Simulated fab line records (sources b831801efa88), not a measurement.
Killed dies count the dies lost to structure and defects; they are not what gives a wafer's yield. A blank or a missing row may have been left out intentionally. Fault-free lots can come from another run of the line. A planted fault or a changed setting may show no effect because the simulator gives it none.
2 desks looking at one fault :: flow gf180mcu :: each desk holds nothing but its own numbers, with what lay behind them at the end

## FROM THE METROLOGY DESK
Lot by lot, what the gauges showed, no matter which tool ran the lot: averages of those sampled wafers that carry a number. Marked OUT: a lot whose mean sits more than 4 standard deviations from the usual mean, which makes it out of limits; the brackets give that distance.
Columns: A = cd nm at GF_STI_CD_MEAS_12, usual 220.5 nm; B = STI_OXIDATION_01_THK at GF_STI_THK_MEAS_22, usual 15.01 nm; C = MVSD_TW at GF_MVSD_TW_MEAS_11, usual 1579; D = MVPSD_OVL at GF_MVPSD_OVL_MEAS_07, usual -1.4 nm
lot: L203
first seen here: day 2 07:10
A: 219.5
B: 15.25
C: 1579
D: -3.4

lot: L204
first seen here: day 2 12:13
A: 221.7
B: 15.23
C: 1579
D: -1.4

lot: L205
first seen here: day 2 17:40
A: 221.2
B: 15.01
C: 1580
D: -2.3

lot: L206
first seen here: day 2 22:08
A: 221.5
B: 14.89
C: 1584
D: -1.8

lot: L208
first seen here: day 3 11:11
A: 221.6
B: 15.07
C: 1570
D: -1.1

lot: L209
first seen here: day 3 15:55
A: 220.7
B: 14.77
C: 1579
D: 0.7

lot: L211
first seen here: day 3 23:43
A: 219.4
B: 15.12
C: 1581
D: 1.2

lot: L212
first seen here: day 4 04:44
A: 220.7
B: 15.27
C: 1572
D: -2.8

lot: L215
first seen here: day 4 20:44
A: 221.1
B: 14.97
C: 1600
D: -0.7

lot: L216
first seen here: day 5 03:32
A: 222.0
B: 15.22
C: 1560
D: -1.1

lot: L218
first seen here: day 5 13:55
A: 219.9
B: 14.76
C: 1565
D: -1.3

lot: L219
first seen here: day 5 18:18
A: 220.3
B: 14.80
C: 1559
D: -1.1

lot: L222
first seen here: day 6 09:10
A: 218.2
B: 14.90
C: 1521 (-4.9) OUT
D: -1.6
This desk finds L222 out of limits, with the earliest case on L222 at day 9 10:10 (MVSD_TW at GF_MVSD_TW_MEAS_11). L203, L204, L205, L206, L208, L209, L211, L212, L215, L216, L218, L219: within limits.

## THE TOOL OWNER'S DESK: plasma asher-04
The tool's own readings at GF_LVPWELL_STRIP_10 (strips in O2/N2): means of the sampled wafers that have a number, for each lot that ran on this tool. Marked OUT: a lot whose mean sits more than 4 standard deviations from the usual mean, which makes it out of limits; the brackets give that distance.
Columns: A = drypump motor current A at GF_LVPWELL_STRIP_10, usual 5.71 A; B = heater power w at GF_LVPWELL_STRIP_10, usual 328 W; C = oes product au at GF_LVPWELL_STRIP_10, usual 0.723 a.u.; D = strip time to endpoint s at GF_LVPWELL_STRIP_10, usual 36.98 s
lot: L211
first seen here: day 5 23:36
A: 5.63
B: 345
C: 0.722
D: 37.02

lot: L212
first seen here: day 6 05:55
A: 5.32
B: 353
C: 0.726
D: 36.90

lot: L216
first seen here: day 7 07:02
A: 5.93
B: 339
C: 0.724
D: 36.88

lot: L218
first seen here: day 7 17:19
A: 5.62
B: 346
C: 0.725
D: 37.09

lot: L219
first seen here: day 7 21:28
A: 6.21
B: 317
C: 0.720
D: 36.82

lot: L222
first seen here: day 8 16:25
A: 5.92
B: 336
C: 0.969 (+58) OUT
D: -
This desk's finding: out of limits on L222; first on L222, day 8 16:25 (oes product au at GF_LVPWELL_STRIP_10). L211, L212, L216, L218, L219: within limits.

## ALL TOGETHER
An alarm could have come from the tool owner's desk at day 8 16:25, on L222.
On L222, the metrology desk was in a position to raise an alarm at day 9 10:10.
Of the lots named, all ran GF_LVPWELL_STRIP_10 on plasma asher-04.

## WHAT THE SIMULATOR PUT IN
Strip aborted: plasma asher-04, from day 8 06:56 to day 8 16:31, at GF_LVPWELL_STRIP_10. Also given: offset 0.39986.
Struck lots among those shown: L222.
Time in hours from fault onset to the first out-of-limits reading at each desk: tool owner's desk 9, metrology desk 27.
